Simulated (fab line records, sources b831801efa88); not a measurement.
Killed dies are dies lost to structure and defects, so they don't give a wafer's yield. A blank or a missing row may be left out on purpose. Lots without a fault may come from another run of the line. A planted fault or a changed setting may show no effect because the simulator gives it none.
fab line records | flow sky130
record lots=5 wafers=15 last_day=50
route steps=708 shown METAL2@490
lots that met no fault: from a run of the same line without faults
start_h: hours from the record's first day to the start of the lot's first wafer shown | wait_h: hours since the lot's step before | " the same as in the row above | L1.1+2: a row that stands for several wafers | - no value, or no start given | * or withheld: withheld | < > ~ a bound
route shown NAME@n: a module of which the file shows steps, and the number in the route of the first | usual: mean/standard deviation of fault-free wafers | same: alike in all rows | chamber/n: place in a boat | sites: the reading at each site | _std_site: their standard deviation | _edge_site: outer sites' mean less inner sites' | radius_mm: how far each site lies from the wafer's centre | mask NAME#n: copy n | behind: the tool/chamber that last shaped the wafer | hold: why the lot was held/for how many hours/how that ended | device: the transistor (n, p or np) that didn't switch | end of line: the same wafers' tests at the end of the route | a step without rows: its recipe alone | killed: dies lost to structure and defects at the first sort, not the wafer's yield | map: a wafer's dies, x killed, . not, _ none there
set.NAME: the setting as run; set.NAME@STEP: as run at that earlier step | model.NAME: the simulator's own value behind a step, which no gauge read
lots at some steps of the route; a table a step, a row a wafer
services: from which hour (start_h, from the record's first day; less than 0 if before it) a tool's chamber was out of use, for how many hours, and why
## steps
# step SKY_METAL2_DEHYDRATE_07
# recipe temp_c=200 time_s=60
# step SKY_METAL2_HMDS_08
# recipe prime_time_s=60 prime_temp_c=120
# step SKY_METAL2_COAT_09
# recipe resist=BARC temp_c=withheld time_s=withheld spin_rpm=3000 resist_thk_nm=60
# step SKY_METAL2_COAT_10
# recipe resist=KrF-thick spin_rpm=3000 resist_thk_nm=450
# step SKY_METAL2_SOFTBAKE_11
# recipe temp_c=100 time_s=90 resist=KrF-thick
# step SKY_METAL2_EXPOSE_12
# recipe mask_id=MM2 na=0.8 source_shape=annular sigma_inner=0.55 sigma_outer=0.85 target_cd_nm=140 dose_mj=28
# step SKY_METAL2_PEB_13
# recipe peb_temp_c=withheld peb_time_s=withheld resist=KrF-thick
# step SKY_METAL2_DEVELOP_14
# recipe develop_time_s=60 resist=KrF-thick dev_temp_c=21
# step SKY_METAL2_CD_MEAS_15
# recipe target_cd_nm=140
# usual cd_nm=140.1/1.5
# columns lot.wafer tool chamber start_h wait_h cd_nm
L275.1 cd_sem-01 - 857.92 - 140.8
L275.2 " - " " 137.8
L275.6 " - " " 140.1
L276.1 cd_sem-02 - 864.66 - 140.0
L276.4 " - " " 139.0
L276.5 " - " " 139.0
L278.1 cd_sem-02 - 880.08 - 140.9
L278.4 " - " " 141.5
L278.5 " - " " 141.4
L291.2 cd_sem-02 - 974.45 - 142.9
L291.3 " - " " 142.2
L291.6 " - " " 141.6
L292.1 cd_sem-01 - 977.92 - 140.3
L292.3 " - " " 138.9
L292.4 " - " " 138.8
# step SKY_METAL2_OVL_MEAS_16
# usual METAL2_OVL=-1/6.3
# columns lot.wafer tool chamber start_h wait_h METAL2_OVL[nm]
L275.1 overlay-02 - 858.04 0.1 -17
L275.2 " - " " -4
L275.6 " - " " 0
L276.1 overlay-02 - 864.78 0.1 -6
L276.4 " - " " 8
L276.5 " - " " -2
L278.1 overlay-02 - 880.20 0.1 1
L278.4 " - " " 0
L278.5 " - " " 2
L291.2 overlay-01 - 974.56 0.1 -1
L291.3 " - " " -4
L291.6 " - " " 0
L292.1 overlay-02 - 978.04 0.1 -7
L292.3 " - " " -15
L292.4 " - " " -6
# step SKY_METAL2_DESCUM_17
# recipe chemistry=O2 source_power_w=150 bias_power_w=0 pressure_mtorr=10 temp_c=40 time_s=8
# usual drypump_motor_current_A=5.8/0.51 oes_product_au=1.001/0.0067
# columns lot.wafer tool chamber start_h wait_h drypump_motor_current_A oes_product_au rf_hours_counter_h
L275.1 rie_metal-03 0 858.08 0.0 5.0 1.005 10
L275.2 " 1 " " 5.9 0.995 15
L275.6 " 1 " " 5.8 0.994 -
L276.1 rie_metal-02 0 864.82 0.0 6.2 1.001 8
L276.4 " 0 " " 6.2 1.008 -
L276.5 " 0 " " 6.2 1.008 -
L278.1 rie_metal-02 1 880.24 0.0 6.3 1.008 16
L278.4 " 0 " " 6.2 1.005 -
L278.5 " 1 " " 6.3 1.014 -
L291.2 rie_metal-03 1 974.59 0.0 5.9 1.018 1
L291.3 " 0 " " 5.0 1.000 -
L291.6 " 0 " " 5.0 1.014 -
L292.1 rie_metal-03 1 978.08 0.0 5.8 0.996 2
L292.3 " 1 " " 5.8 0.999 -
L292.4 " 0 " " 5.0 0.998 -
# step SKY_METAL2_ETCH_18
# recipe chemistry=N2/H2 target=BARC ion_energy_ev=200 bias_w=100 pressure_mtorr=30 n2_flow_sccm=100 h2_flow_sccm=200 icp_w=500 stop_on=SiO2 time_s=45.9 target_depth_a=600
# usual bias_w=100.02/0.29 drypump_motor_current_A=5.8/0.51 oes_product_au=0.854/0.0049 throttle_valve_pct=13.226/0.0092
# columns lot.wafer tool chamber start_h wait_h bias_w drypump_motor_current_A oes_product_au rf_hours_counter_h throttle_valve_pct
L275.1 rie_metal-03 0 858.11 0.0 100.13 5.0 0.858 10 13.219
L275.2 " 1 " " 100.28 5.9 0.851 15 13.245
L275.6 " 1 " " 100.68 5.9 0.859 - 13.239
L276.1 rie_metal-02 0 864.85 0.0 99.89 6.2 0.851 8 13.219
L276.4 " 0 " " 100.03 6.2 0.854 - 13.218
L276.5 " 0 " " 99.57 6.2 0.856 - 13.235
L278.1 rie_metal-02 1 880.27 0.0 99.99 6.3 0.863 16 13.224
L278.4 " 0 " " 99.62 6.2 0.854 - 13.213
L278.5 " 1 " " 99.91 6.3 0.858 - 13.241
L291.2 rie_metal-03 1 974.62 0.0 99.81 5.9 0.865 1 13.221
L291.3 " 0 " " 99.69 5.0 0.856 - 13.223
L291.6 " 0 " " 99.92 5.0 0.850 - 13.226
L292.1 rie_metal-03 1 978.11 0.0 99.72 5.9 0.859 2 13.227
L292.3 " 1 " " 100.24 5.9 0.860 - 13.222
L292.4 " 0 " " 100.45 5.0 0.856 - 13.243
# step SKY_METAL2_METAL_ETCH_19
# recipe target_depth_a=3600 stop_on=SiO2 over_etch_frac=0.3 time_s=78 chemistry=Cl2/BCl3 resist_sidewall_deg=88 pressure_mtorr=10 icp_w=900 bias_w=48.5 Cl2_flow_sccm=60 bcl3_flow_sccm=30
# usual bias_w=48.48/0.15 drypump_motor_current_A=5.8/0.51 oes_product_au=0.854/0.0063 throttle_valve_pct=22.263/0.0092
# columns lot.wafer tool chamber start_h wait_h bias_w drypump_motor_current_A oes_product_au rf_hours_counter_h throttle_valve_pct model.KrF-thick_of_METAL2_COAT_10.thk_nm
L275.1 rie_metal-03 0 858.17 0.0 48.44 5.0 0.855 10 22.250 160.4
L275.2 " 1 " " 48.09 5.9 0.861 15 22.254 155.4
L275.6 " 1 " " 48.48 5.8 0.859 - 22.255 156.6
L276.1 rie_metal-02 0 864.91 0.0 48.42 6.2 0.854 9 22.272 154.9
L276.4 " 0 " " 48.37 6.2 0.854 - 22.263 158.1
L276.5 " 0 " " 48.50 6.2 0.852 - 22.268 154.6
L278.1 rie_metal-02 1 880.33 0.0 45.95 6.3 0.859 16 22.253 161.5
L278.4 " 0 " " 48.48 6.2 0.858 - 22.276 157.8
L278.5 " 1 " " 45.72 6.3 0.843 - 22.266 161.8
L291.2 rie_metal-03 1 974.68 0.0 48.33 5.9 0.852 1 22.258 159.5
L291.3 " 0 " " 48.53 5.0 0.853 - 22.263 159.2
L291.6 " 0 " " 48.62 5.0 0.864 - 22.279 163.3
L292.1 rie_metal-03 1 978.17 0.0 48.60 5.8 0.861 2 22.260 159.8
L292.3 " 1 " " 48.78 5.9 0.855 - 22.271 160.1
L292.4 " 0 " " 48.59 5.0 0.865 - 22.274 160.7
# step SKY_METAL2_STRIP_20
# recipe chemistry=O2/N2 power_w=1400 pressure_mtorr=1500 platen_temp_c=withheld o2_flow_sccm=3000 n2_flow_sccm=300 overash_fraction=0.5
# usual drypump_motor_current_A=5.7/0.31 oes_product_au=0.342/0.0047 strip_time_to_endpoint_s=2.69/0.031
# same overash_fraction=0.5
# columns lot.wafer tool chamber start_h wait_h drypump_motor_current_A oes_product_au rf_hours_counter_h strip_time_to_endpoint_s
L275.1 plasma_asher-01 1 858.26 0.1 5.9 0.343 72 2.71
L275.2 " 0 " " 6.0 0.348 72 2.66
L275.6 " 1 " " 5.9 0.340 - 2.68
L276.1 plasma_asher-01 0 865.00 0.1 6.1 0.339 72 2.65
L276.4 " 1 " " 5.9 0.342 - 2.69
L276.5 " 1 " " 5.9 0.341 - 2.66
L278.1 plasma_asher-01 1 880.42 0.1 5.9 0.343 74 2.73
L278.4 " 0 " " 6.1 0.342 - 2.69
L278.5 " 0 " " 6.1 0.340 - 2.75
L291.2 plasma_asher-03 0 974.77 0.1 5.4 0.340 54 2.71
L291.3 " 0 " " 5.4 0.346 - 2.70
L291.6 " 1 " " 5.6 0.343 - 2.74
L292.1 plasma_asher-01 0 978.26 0.1 6.1 0.337 83 2.73
L292.3 " 1 " " 5.9 0.350 - 2.71
L292.4 " 0 " " 6.1 0.345 - 2.73
## services
# columns tool chamber start_h hours kind
rie_metal-02 1 882.65 29.8 repair
rie_metal-03 - 886.73 1.2 repair
plasma_asher-01 - 896.48 1.1 repair
rie_metal-03 1 935.00 - clean
rie_metal-03 1 935.00 16.0 scheduled_down
rie_metal-03 1 935.00 16.0 vent_cycle
rie_metal-02 1 935.85 - clean
rie_metal-02 1 935.85 20.5 scheduled_down
rie_metal-02 1 935.85 20.5 vent_cycle
rie_metal-02 - 973.41 2.8 pm
## key
first_sign step=SKY_METAL2_METAL_ETCH_19 reading=bias_w direction=down sigmas=18 usual=48.48 struck=45.84
effect none on later readings
model_effect step=SKY_METAL2_METAL_ETCH_19 value=KrF-thick_of_METAL2_COAT_10.thk_nm without=155.8 struck=161.7
met_at SKY_METAL2_METAL_ETCH_19
struck_wafers L278.1,L278.5
fault kind=process_parameter_drift tool=rie_metal-02 chamber=1 onset_h=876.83 steps=SKY_METAL2_METAL_ETCH_19 channel=bias_w offset=-2.786 shape=step end_h=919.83 acts_in=these_recipes_only stated=48.5
